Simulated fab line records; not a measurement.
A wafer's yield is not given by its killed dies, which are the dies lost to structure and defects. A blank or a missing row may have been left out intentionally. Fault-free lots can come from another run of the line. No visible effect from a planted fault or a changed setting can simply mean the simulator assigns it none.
fab line records -- flow sky130
[record] lots = 7, wafers = 21, last_day = 50
route steps=708 shown VT_ADJUST_HVTP@93 VT_ADJUST_LVTN@97 PAD_OPEN@708
lots untouched by any fault: they come from a run of this same line in which no faults occurred
start_h: the number of hours between the record's first day and the start of the first shown wafer of the lot -- wait_h: hours elapsed since this lot's preceding step -- " the same as in the row above -- L1.1+2: one row covering several wafers at once -- - no value, or no start given -- * or withheld: withheld -- < > ~ a bound
route shown NAME@n: NAME is a module with steps in the file, n the number in the route of the first one -- usual: mean/standard deviation of fault-free wafers -- same: alike in all rows -- chamber/n: place in a boat -- sites: the reading at each site -- _std_site: standard deviation of those values -- _edge_site: inner sites' mean taken away from outer sites' mean -- radius_mm: how far each site lies from the wafer's centre -- mask NAME#n: copy n -- behind: the tool/chamber that last shaped the wafer -- hold: what put the lot on hold/how long, in hours/how the hold closed -- device: which transistor (n, p or np) failed to switch -- end of line: the route-end tests of the same wafers -- a step with no rows: only its recipe -- killed: the dies lost at the first sort to structure and to defects; this is not the yield of the wafer -- map: the dies of a wafer, with x for killed, . for not killed, _ for no die there
set.NAME: the setting that was run; set.NAME@STEP: the one run at that earlier step -- model.NAME: the simulator's own value behind a step, which no gauge read
a table for each step, a row for each wafer; lots at some steps of the route
services: a tool's chamber out of use, with start hour (start_h, from the record's first day; less than 0 if before it), hours out, and reason
[[steps]]
[step SKY_VT_ADJUST_HVTP_OVL_MEAS_08]
[usual] VT_ADJUST_HVTP_OVL = -0.7/1.5
lot.wafer,tool,chamber,start_h,wait_h,VT_ADJUST_HVTP_OVL[nm]
L781.1,overlay-01,-,134.69,0.1,-1.0
L781.3,overlay-01,-,134.69,0.1,-1.5
L781.6,overlay-01,-,134.69,0.1,-1.6
L785.4,overlay-01,-,174.57,0.1,-0.8
L785.5,overlay-01,-,174.57,0.1,-1.1
L785.6,overlay-01,-,174.57,0.1,0.3
L789.1,overlay-02,-,188.46,0.1,-1.1
L789.4,overlay-02,-,188.46,0.1,-2.0
L789.5,overlay-02,-,188.46,0.1,-1.5
L792.1,overlay-02,-,206.99,0.1,-0.2
L792.4,overlay-02,-,206.99,0.1,-2.0
L792.5,overlay-02,-,206.99,0.1,-0.4
L791.2,overlay-01,-,207.90,0.1,0.4
L791.5,overlay-01,-,207.90,0.1,1.5
L791.6,overlay-01,-,207.90,0.1,1.0
L794.4,overlay-02,-,222.41,0.1,2.1
L794.5,overlay-02,-,222.41,0.1,-0.8
L794.6,overlay-02,-,222.41,0.1,-0.8
L800.1,overlay-01,-,264.70,0.1,-0.1
L800.2,overlay-01,-,264.70,0.1,0.3
L800.3,overlay-01,-,264.70,0.1,-1.0
[step SKY_VT_ADJUST_HVTP_IMPLANT_09]
[recipe] species = As, energy_kev = 150, dose_cm2 = 4.3e+12, tilt_deg = withheld
[step SKY_VT_ADJUST_HVTP_STRIP_10]
[recipe] chemistry = O2/N2, power_w = 1400, pressure_mtorr = 1500, platen_temp_c = withheld, o2_flow_sccm = 3000, n2_flow_sccm = 300, overash_fraction = 0.5
[usual] drypump_motor_current_A = 5.82/0.28, oes_product_au = 0.716/0.0043, strip_time_to_endpoint_s = 14.17/0.042
lot.wafer,tool,chamber,start_h,wait_h,drypump_motor_current_A,oes_product_au,rf_hours_counter_h,strip_time_to_endpoint_s
L781.1,plasma_asher-02,1,134.88,0.1,5.72,0.721,41,14.24
L781.3,plasma_asher-02,0,134.88,0.1,5.89,0.715,-,14.21
L781.6,plasma_asher-02,1,134.88,0.1,5.74,0.715,-,14.26
L785.4,plasma_asher-01,0,174.77,0.1,6.31,0.721,-,14.18
L785.5,plasma_asher-01,1,174.77,0.1,5.80,0.709,-,14.27
L785.6,plasma_asher-01,0,174.77,0.1,6.30,0.718,-,14.23
L789.1,plasma_asher-02,0,188.64,0.1,5.90,0.721,46,14.12
L789.4,plasma_asher-02,1,188.64,0.1,5.72,0.721,-,14.13
L789.5,plasma_asher-02,1,188.64,0.1,5.71,0.717,-,14.13
L792.1,plasma_asher-02,0,207.18,0.1,5.90,0.715,48,14.14
L792.4,plasma_asher-02,1,207.18,0.1,5.72,0.718,-,14.15
L792.5,plasma_asher-02,0,207.18,0.1,5.88,0.717,-,14.17
L791.2,plasma_asher-02,0,208.08,0.1,5.90,0.719,48,14.19
L791.5,plasma_asher-02,1,208.08,0.1,5.75,0.723,-,14.17
L791.6,plasma_asher-02,0,208.08,0.1,5.90,0.712,-,14.18
L794.4,plasma_asher-01,1,222.62,0.1,5.81,0.717,-,14.20
L794.5,plasma_asher-01,0,222.62,0.1,6.30,0.718,-,14.14
L794.6,plasma_asher-01,1,222.62,0.1,5.81,0.715,-,14.17
L800.1,plasma_asher-02,1,264.88,0.1,5.75,0.716,54,14.22
L800.2,plasma_asher-02,0,264.88,0.1,5.89,0.714,54,14.17
L800.3,plasma_asher-02,0,264.88,0.1,5.88,0.714,-,14.21
[step SKY_VT_ADJUST_HVTP_TW_MEAS_11]
[usual] VT_ADJUST_HVTP_TW = 1355/10
lot.wafer,tool,chamber,start_h,wait_h,VT_ADJUST_HVTP_TW
L781.1,film_metro-04,-,134.98,0.1,1361
L781.3,film_metro-04,-,134.98,0.1,1362
L781.6,film_metro-04,-,134.98,0.1,1361
L785.4,film_metro-03,-,174.86,0.1,1357
L785.5,film_metro-03,-,174.86,0.1,1347
L785.6,film_metro-03,-,174.86,0.1,1357
L789.1,film_metro-03,-,188.74,0.1,1349
L789.4,film_metro-03,-,188.74,0.1,1351
L789.5,film_metro-03,-,188.74,0.1,1355
L792.1,film_metro-04,-,207.28,0.1,1367
L792.4,film_metro-04,-,207.28,0.1,1371
L792.5,film_metro-04,-,207.28,0.1,1363
L791.2,film_metro-04,-,208.19,0.1,1372
L791.5,film_metro-04,-,208.19,0.1,1365
L791.6,film_metro-04,-,208.19,0.1,1362
L794.4,film_metro-02,-,222.71,0.1,1344
L794.5,film_metro-02,-,222.71,0.1,1343
L794.6,film_metro-02,-,222.71,0.1,1340
L800.1,film_metro-02,-,264.98,0.1,1350
L800.2,film_metro-02,-,264.98,0.1,1342
L800.3,film_metro-02,-,264.98,0.1,1344
[step SKY_VT_ADJUST_LVTN_DEHYDRATE_00]
[recipe] temp_c = 200, time_s = 60
[step SKY_VT_ADJUST_LVTN_HMDS_01]
[recipe] prime_time_s = 60, prime_temp_c = 120
[step SKY_VT_ADJUST_LVTN_COAT_02]
[recipe] spin_rpm = 2000, resist_thk_nm = 3000
[step SKY_VT_ADJUST_LVTN_SOFTBAKE_03]
[recipe] temp_c = 110, time_s = withheld
[step SKY_VT_ADJUST_LVTN_EXPOSE_04]
[recipe] mask_id = NWM_COMPLEMENT_LESS_NATIVE, na = 0.6, source_shape = conventional, sigma_outer = 0.6, polarization = unpolarized, target_cd_nm = 840, dose_mj = 194
[step SKY_VT_ADJUST_LVTN_PEB_05]
[recipe] temp_c = 115, time_s = withheld
[step SKY_VT_ADJUST_LVTN_DEVELOP_06]
[recipe] wall_angle_deg = 90, developer = TMAH, develop_time_s = 60, dev_temp_c = 23
[step SKY_VT_ADJUST_LVTN_OVL_MEAS_07]
[usual] VT_ADJUST_LVTN_OVL = -1.5/1.4
lot.wafer,tool,chamber,start_h,wait_h,VT_ADJUST_LVTN_OVL[nm]
L781.1,overlay-02,-,155.29,-,-2.8
L781.3,overlay-02,-,155.29,-,-1.2
L781.6,overlay-02,-,155.29,-,-1.5
L785.4,overlay-02,-,196.60,-,-1.8
L785.5,overlay-02,-,196.60,-,-1.8
L785.6,overlay-02,-,196.60,-,-3.2
L789.1,overlay-01,-,210.94,-,1.7
L789.4,overlay-01,-,210.94,-,0.8
L789.5,overlay-01,-,210.94,-,2.2
L792.1,overlay-02,-,229.03,-,-2.3
L792.4,overlay-02,-,229.03,-,-1.3
L792.5,overlay-02,-,229.03,-,-2.3
L791.2,overlay-02,-,230.73,-,-1.4
L791.5,overlay-02,-,230.73,-,-1.9
L791.6,overlay-02,-,230.73,-,0.0
L794.4,overlay-02,-,246.04,-,-0.2
L794.5,overlay-02,-,246.04,-,-2.5
L794.6,overlay-02,-,246.04,-,0.1
L800.1,overlay-02,-,291.38,-,-1.5
L800.2,overlay-02,-,291.38,-,-1.0
L800.3,overlay-02,-,291.38,-,-1.3
[step SKY_VT_ADJUST_LVTN_IMPLANT_08]
[recipe] species = B, energy_kev = 30, dose_cm2 = 1.57e+12, tilt_deg = withheld
[usual] dose_ions_cm2 = 1.5702e+12/1.6e+09, faraday_current_uA = 8.86/0.18
lot.wafer,tool,chamber,start_h,wait_h,dose_ions_cm2,faraday_current_uA
L781.1,implanter-03,0,155.32,0.0,1.5695e+12,8.59
L781.3,implanter-03,0,155.32,0.0,1.5677e+12,8.66
L781.6,implanter-03,0,155.32,0.0,1.568e+12,8.78
L785.4,implanter-01,0,196.70,0.1,1.5685e+12,8.91
L785.5,implanter-01,0,196.70,0.1,1.5677e+12,8.63
L785.6,implanter-01,0,196.70,0.1,1.5712e+12,8.78
L789.1,implanter-03,0,210.97,0.0,1.1058e+12,6.26
L789.4,implanter-03,0,210.97,0.0,1.1058e+12,6.27
L789.5,implanter-03,0,210.97,0.0,1.1048e+12,6.30
L792.1,implanter-03,0,229.07,0.0,1.105e+12,6.30
L792.4,implanter-03,0,229.07,0.0,1.102e+12,6.18
L792.5,implanter-03,0,229.07,0.0,1.1027e+12,6.30
L791.2,implanter-03,0,230.79,0.0,1.1033e+12,5.88
L791.5,implanter-03,0,230.79,0.0,1.1043e+12,6.37
L791.6,implanter-03,0,230.79,0.0,1.1032e+12,6.23
L794.4,implanter-01,0,246.14,0.1,1.5705e+12,9.03
L794.5,implanter-01,0,246.14,0.1,1.574e+12,9.20
L794.6,implanter-01,0,246.14,0.1,1.5735e+12,8.85
L800.1,implanter-01,0,291.41,0.0,1.575e+12,8.94
L800.2,implanter-01,0,291.41,0.0,1.5721e+12,8.79
L800.3,implanter-01,0,291.41,0.0,1.5705e+12,8.62
[step SKY_VT_ADJUST_LVTN_STRIP_09]
[recipe] chemistry = O2/N2, power_w = 1400, pressure_mtorr = 1500, platen_temp_c = withheld, o2_flow_sccm = 3000, n2_flow_sccm = 300, overash_fraction = 0.5
[usual] drypump_motor_current_A = 5.69/0.21, oes_product_au = 0.722/0.0052, strip_time_to_endpoint_s = 36.93/0.12
lot.wafer,tool,chamber,start_h,wait_h,drypump_motor_current_A,oes_product_au,rf_hours_counter_h,strip_time_to_endpoint_s
L781.1,plasma_asher-02,0,155.47,0.1,5.91,0.723,43,36.94
L781.3,plasma_asher-02,0,155.47,0.1,5.91,0.727,-,36.92
L781.6,plasma_asher-02,0,155.47,0.1,5.92,0.712,-,36.92
L785.4,plasma_asher-02,0,196.80,0.1,5.89,0.716,-,36.86
L785.5,plasma_asher-02,0,196.80,0.1,5.90,0.718,-,36.85
L785.6,plasma_asher-02,1,196.80,0.1,5.73,0.717,-,36.74
L789.1,plasma_asher-03,1,211.12,0.1,5.85,0.722,52,36.73
L789.4,plasma_asher-03,0,211.12,0.1,5.38,0.719,-,36.88
L789.5,plasma_asher-03,1,211.12,0.1,5.83,0.719,-,36.88
L792.1,plasma_asher-03,1,229.22,0.1,5.81,0.730,53,36.97
L792.4,plasma_asher-03,1,229.22,0.1,5.87,0.733,-,37.07
L792.5,plasma_asher-03,1,229.22,0.1,5.89,0.723,-,37.03
L791.2,plasma_asher-02,1,230.91,0.1,5.73,0.716,51,37.08
L791.5,plasma_asher-02,1,230.91,0.1,5.75,0.713,-,37.16
L791.6,plasma_asher-02,0,230.91,0.1,5.89,0.720,-,37.04
L794.4,plasma_asher-03,1,246.25,0.1,5.89,0.720,-,36.88
L794.5,plasma_asher-03,0,246.25,0.1,5.38,0.722,-,36.90
L794.6,plasma_asher-03,1,246.25,0.1,5.83,0.722,-,36.96
L800.1,plasma_asher-02,0,291.56,0.1,5.89,0.721,58,37.11
L800.2,plasma_asher-02,1,291.56,0.1,5.74,0.724,58,37.03
L800.3,plasma_asher-02,1,291.56,0.1,5.72,0.731,-,37.07
[step SKY_VT_ADJUST_LVTN_TW_MEAS_10]
[usual] VT_ADJUST_LVTN_TW = 242.2/1.6
lot.wafer,tool,chamber,start_h,wait_h,VT_ADJUST_LVTN_TW
L781.1,film_metro-04,-,155.57,0.1,243.4
L781.3,film_metro-04,-,155.57,0.1,242.4
L781.6,film_metro-04,-,155.57,0.1,244.3
L785.4,film_metro-03,-,196.90,0.1,240.4
L785.5,film_metro-03,-,196.90,0.1,240.3
L785.6,film_metro-03,-,196.90,0.1,238.4
L789.1,film_metro-03,-,211.22,0.1,216.6
L789.4,film_metro-03,-,211.22,0.1,215.9
L789.5,film_metro-03,-,211.22,0.1,217.0
L792.1,film_metro-03,-,229.32,0.1,217.6
L792.4,film_metro-03,-,229.32,0.1,216.3
L792.5,film_metro-03,-,229.32,0.1,217.3
L791.2,film_metro-04,-,231.02,0.1,219.9
L791.5,film_metro-04,-,231.02,0.1,220.0
L791.6,film_metro-04,-,231.02,0.1,220.3
L794.4,film_metro-03,-,246.34,0.1,240.0
L794.5,film_metro-03,-,246.34,0.1,240.8
L794.6,film_metro-03,-,246.34,0.1,240.0
L800.1,film_metro-01,-,291.66,0.1,242.4
L800.2,film_metro-01,-,291.66,0.1,243.0
L800.3,film_metro-01,-,291.66,0.1,243.7
[step SKY_VT_ADJUST_LVTN_DEHYDRATE_11]
[recipe] temp_c = 200, time_s = 60
[step SKY_PAD_OPEN_PROBE_99]
[usual] killed_at_M0_to_M3 = 42/6.2, killed_at_M4_up = 3.0/1.8, killed_at_contacts = 25/5.9, killed_at_front_end = 15/4.5, killed_at_other = 0.2/0.45, killed_dies = 85/9.9, killed_open = 47/6.7, killed_short = 39/6.4
[same] gross_dies = 492, killed_at_back_side = 0
lot.wafer,tool,chamber,start_h,wait_h,killed_at_M0_to_M3,killed_at_M4_up,killed_at_contacts,killed_at_front_end,killed_at_other,killed_dies,killed_open,killed_short,model.etest.nfet_01v8_lvt.vt_sat_v,model.etest.nfet_01v8_lvt.body_rise_v
L781.1,prober-01,-,1095.06,0.1,44,2,28,10,0,84,41,43,0.5471,0.1443
L781.3,prober-01,-,1095.16,0.2,40,5,25,15,0,85,49,36,0.548,0.147
L781.6,prober-01,-,1095.31,0.2,39,5,28,15,0,87,51,36,0.5385,0.1456
L785.4,prober-02,-,1133.20,0.2,40,3,23,19,0,85,48,37,0.535,0.1436
L785.5,prober-02,-,1133.25,0.2,41,3,21,20,0,85,53,32,0.535,0.1415
L785.6,prober-02,-,1133.30,0.2,38,3,22,16,0,79,48,31,0.5412,0.1454
L789.1,prober-02,-,1153.49,0.1,48,0,20,5,0,73,47,26,0.5114,0.1392
L789.4,prober-02,-,1153.64,0.2,51,3,24,3,0,81,43,38,0.5085,0.1397
L789.5,prober-02,-,1153.69,0.2,50,4,28,16,0,98,53,45,0.5254,0.1401
L792.1,prober-01,-,1157.35,0.1,45,1,22,12,2,82,50,32,0.5111,0.1411
L792.4,prober-01,-,1157.50,0.2,38,4,18,12,0,72,37,35,0.5034,0.1396
L792.5,prober-01,-,1157.55,0.2,34,6,23,16,0,79,44,35,0.5097,0.1395
L791.2,prober-02,-,1167.11,0.1,40,4,29,13,0,86,48,38,0.504,0.1391
L791.5,prober-02,-,1167.26,0.2,44,3,34,8,0,89,52,37,0.5192,0.1412
L791.6,prober-02,-,1167.31,0.2,42,2,32,10,0,86,45,41,0.5088,0.1397
L794.4,prober-01,-,1172.54,0.2,44,2,30,16,0,92,44,48,0.5429,0.1464
L794.5,prober-01,-,1172.59,0.2,45,2,34,10,0,91,53,38,0.5316,0.1454
L794.6,prober-01,-,1172.64,0.2,44,3,25,14,0,86,57,29,0.534,0.1451
L800.1,prober-01,-,1204.58,0.1,35,1,21,20,0,77,40,37,0.5357,0.1437
L800.2,prober-01,-,1204.63,0.1,37,3,28,11,0,79,41,38,0.5524,0.1452
L800.3,prober-01,-,1204.68,0.2,36,4,24,13,0,77,42,35,0.5245,0.1439
// killed by level:class
L781.1 LI_CONTACT:geometric_particle:open=11 VIA1:geometric_particle:open=8 CONTACT:geometric_particle:open=8 VIA1:geometric_particle:short=6 LOCAL_INTERCONNECT:geometric_particle:short=5 POLY_GATE:geometric_particle:short=5 METAL2:geometric_particle:short=5 METAL3:geometric_particle:short=5
L781.3 VIA1:geometric_particle:open=14 CONTACT:geometric_particle:open=11 METAL2:geometric_particle:short=6 LI_CONTACT:geometric_particle:open=6 FIELD_ISO:geometric_particle:short=4 FIELD_ISO:geometric_particle:open=4 CONTACT:geometric_particle:short=4 VIA3:geometric_particle:open=4
L781.6 VIA1:geometric_particle:open=14 LI_CONTACT:geometric_particle:open=8 CONTACT:geometric_particle:open=8 LOCAL_INTERCONNECT:geometric_particle:short=6 VIA2:geometric_particle:open=6 FIELD_ISO:geometric_particle:open=5 VIA2:geometric_particle:short=4 FIELD_ISO:geometric_particle:short=4
L785.4 LI_CONTACT:geometric_particle:open=10 METAL1:geometric_particle:short=10 POLY_GATE:geometric_particle:open=9 VIA2:geometric_particle:open=6 VIA3:geometric_particle:open=5 LOCAL_INTERCONNECT:geometric_particle:short=5 VIA1:geometric_particle:open=5 CONTACT:geometric_particle:short=4
L785.5 VIA1:geometric_particle:open=13 POLY_GATE:geometric_particle:open=9 CONTACT:geometric_particle:open=7 VIA2:geometric_particle:open=6 LI_CONTACT:geometric_particle:open=5 CONTACT:geometric_particle:short=5 FIELD_ISO:geometric_particle:open=4 POLY_GATE:geometric_particle:short=4
L785.6 VIA1:geometric_particle:open=12 CONTACT:geometric_particle:open=11 POLY_GATE:geometric_particle:open=7 VIA2:geometric_particle:open=5 POLY_GATE:geometric_particle:short=4 LI_CONTACT:geometric_particle:open=4 METAL3:geometric_particle:short=4 LOCAL_INTERCONNECT:geometric_particle:short=3
L789.1 VIA1:geometric_particle:open=14 VIA3:geometric_particle:open=10 CONTACT:geometric_particle:open=8 LI_CONTACT:geometric_particle:open=6 METAL3:geometric_particle:short=5 VIA3:geometric_particle:short=5 VIA1:geometric_particle:short=4 VIA2:geometric_particle:open=3
L789.4 METAL2:geometric_particle:short=12 VIA1:geometric_particle:open=12 CONTACT:geometric_particle:open=9 LI_CONTACT:geometric_particle:open=7 VIA1:geometric_particle:short=6 VIA2:geometric_particle:open=6 VIA3:geometric_particle:open=5 METAL1:geometric_particle:short=4
L789.5 LI_CONTACT:geometric_particle:open=12 VIA2:geometric_particle:open=9 METAL1:geometric_particle:short=8 CONTACT:geometric_particle:open=7 VIA1:geometric_particle:open=6 FIELD_ISO:geometric_particle:open=5 POLY_GATE:geometric_particle:short=5 METAL2:geometric_particle:short=5
L792.1 CONTACT:geometric_particle:open=11 VIA2:geometric_particle:open=10 METAL2:geometric_particle:short=9 LI_CONTACT:geometric_particle:open=5 VIA1:geometric_particle:open=5 POLY_GATE:geometric_particle:open=4 VIA3:geometric_particle:open=4 VIA1:geometric_particle:short=4
L792.4 VIA1:geometric_particle:open=7 LI_CONTACT:geometric_particle:open=6 VIA3:geometric_particle:open=5 VIA1:geometric_particle:short=4 METAL2:geometric_particle:short=4 VIA2:geometric_particle:open=4 FIELD_ISO:geometric_particle:short=3 FIELD_ISO:geometric_particle:open=3
L792.5 VIA1:geometric_particle:open=9 CONTACT:geometric_particle:open=8 LI_CONTACT:geometric_particle:open=6 CONTACT:geometric_particle:short=6 VIA3:geometric_particle:open=5 METAL4:geometric_particle:short=5 POLY_GATE:geometric_particle:short=4 VIA2:geometric_particle:open=4
L791.2 CONTACT:geometric_particle:open=12 LI_CONTACT:geometric_particle:open=8 VIA1:geometric_particle:open=8 FIELD_ISO:geometric_particle:short=6 METAL3:geometric_particle:short=5 VIA2:geometric_particle:open=5 METAL1:geometric_particle:short=4 LI_CONTACT:geometric_particle:short=4
L791.5 CONTACT:geometric_particle:open=11 LI_CONTACT:geometric_particle:open=9 CONTACT:geometric_particle:short=8 VIA2:geometric_particle:open=8 VIA3:geometric_particle:open=7 METAL1:geometric_particle:short=6 VIA1:geometric_particle:open=5 VIA2:geometric_particle:short=5
L791.6 LI_CONTACT:geometric_particle:open=10 CONTACT:geometric_particle:short=8 VIA1:geometric_particle:open=7 METAL2:geometric_particle:short=7 VIA2:geometric_particle:open=7 CONTACT:geometric_particle:open=5 LOCAL_INTERCONNECT:geometric_particle:short=4 VIA3:geometric_particle:short=4
L794.4 CONTACT:geometric_particle:open=10 VIA2:geometric_particle:open=8 CONTACT:geometric_particle:short=8 METAL2:geometric_particle:short=6 METAL1:geometric_particle:short=6 VIA1:geometric_particle:open=6 POLY_GATE:geometric_particle:short=5 VIA1:geometric_particle:short=5
L794.5 CONTACT:geometric_particle:open=16 VIA1:geometric_particle:open=10 VIA3:geometric_particle:open=8 LI_CONTACT:geometric_particle:open=7 METAL2:geometric_particle:short=6 CONTACT:geometric_particle:short=5 VIA1:geometric_particle:short=5 VIA2:geometric_particle:open=5
L794.6 CONTACT:geometric_particle:open=14 VIA2:geometric_particle:open=10 VIA3:geometric_particle:open=9 VIA1:geometric_particle:open=7 LI_CONTACT:geometric_particle:open=6 POLY_GATE:geometric_particle:short=4 METAL1:geometric_particle:short=4 POLY_GATE:geometric_particle:open=3
L800.1 VIA3:geometric_particle:open=11 METAL1:geometric_particle:short=9 POLY_GATE:geometric_particle:short=6 CONTACT:geometric_particle:open=6 POLY_GATE:geometric_particle:open=5 LOCAL_INTERCONNECT:geometric_particle:short=4 CONTACT:geometric_particle:short=4 FIELD_ISO:geometric_particle:open=3
L800.2 CONTACT:geometric_particle:open=12 LI_CONTACT:geometric_particle:open=6 LOCAL_INTERCONNECT:geometric_particle:short=6 VIA1:geometric_particle:open=6 VIA2:geometric_particle:open=6 VIA3:geometric_particle:open=6 METAL1:geometric_particle:short=5 VIA1:geometric_particle:short=5
L800.3 CONTACT:geometric_particle:short=9 VIA1:geometric_particle:open=8 VIA2:geometric_particle:open=7 LI_CONTACT:geometric_particle:open=6 CONTACT:geometric_particle:open=6 VIA3:geometric_particle:open=5 VIA2:geometric_particle:short=5 POLY_GATE:geometric_particle:open=4
[[services]]
tool,chamber,start_h,hours,kind
implanter-01,-,119.63,3.2,pm
implanter-01,-,192.47,3.8,pm
implanter-03,-,201.83,1.1,repair
plasma_asher-03,-,214.92,2.8,pm
plasma_asher-01,-,236.45,2.8,pm
plasma_asher-03,-,244.61,1.2,repair
plasma_asher-01,-,251.44,28.1,pm
implanter-03,-,276.29,2.5,repair
plasma_asher-03,-,276.84,5.9,pm
[[key]]
[first_sign] step = SKY_VT_ADJUST_LVTN_IMPLANT_08, reading = dose_ions_cm2, direction = down, sigmas = 99+, usual = *, struck = *
[effect] step = SKY_VT_ADJUST_LVTN_IMPLANT_08, reading = faraday_current_uA, direction = down, sigmas = 14, usual = 8.86, struck = 6.23
[effect] step = SKY_VT_ADJUST_LVTN_TW_MEAS_10, reading = VT_ADJUST_LVTN_TW, direction = down, sigmas = 15, usual = 242.2, struck = 217.9
[model_effect] step = SKY_PAD_OPEN_PROBE_99, value = etest.nfet_01v8_lvt.vt_sat_v, without = 0.5305, struck = 0.5113
met_at SKY_VT_ADJUST_LVTN_IMPLANT_08
struck_wafers L789.1,L789.4,L789.5,L791.2,L791.5,L791.6,L792.1,L792.4,L792.5
tester_left_out L789,L791,L792
onset_between 155.32 210.97
[fault] kind = process_parameter_drift, tool = implanter-03, chamber = -, onset_h = 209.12, steps = SKY_VT_ADJUST_LVTN_IMPLANT_08, channel = dose_cm2, offset = *, shape = step, end_h = 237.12, acts_in = *, stated = *
// tester_left_out: of these lots the tester's yield and bins aren't shown, on N5 and GAA mostly nor the transistor test; their killed dies are dies lost to structure and defects alone, not to doping, threshold or leakage, so they don't give the yield
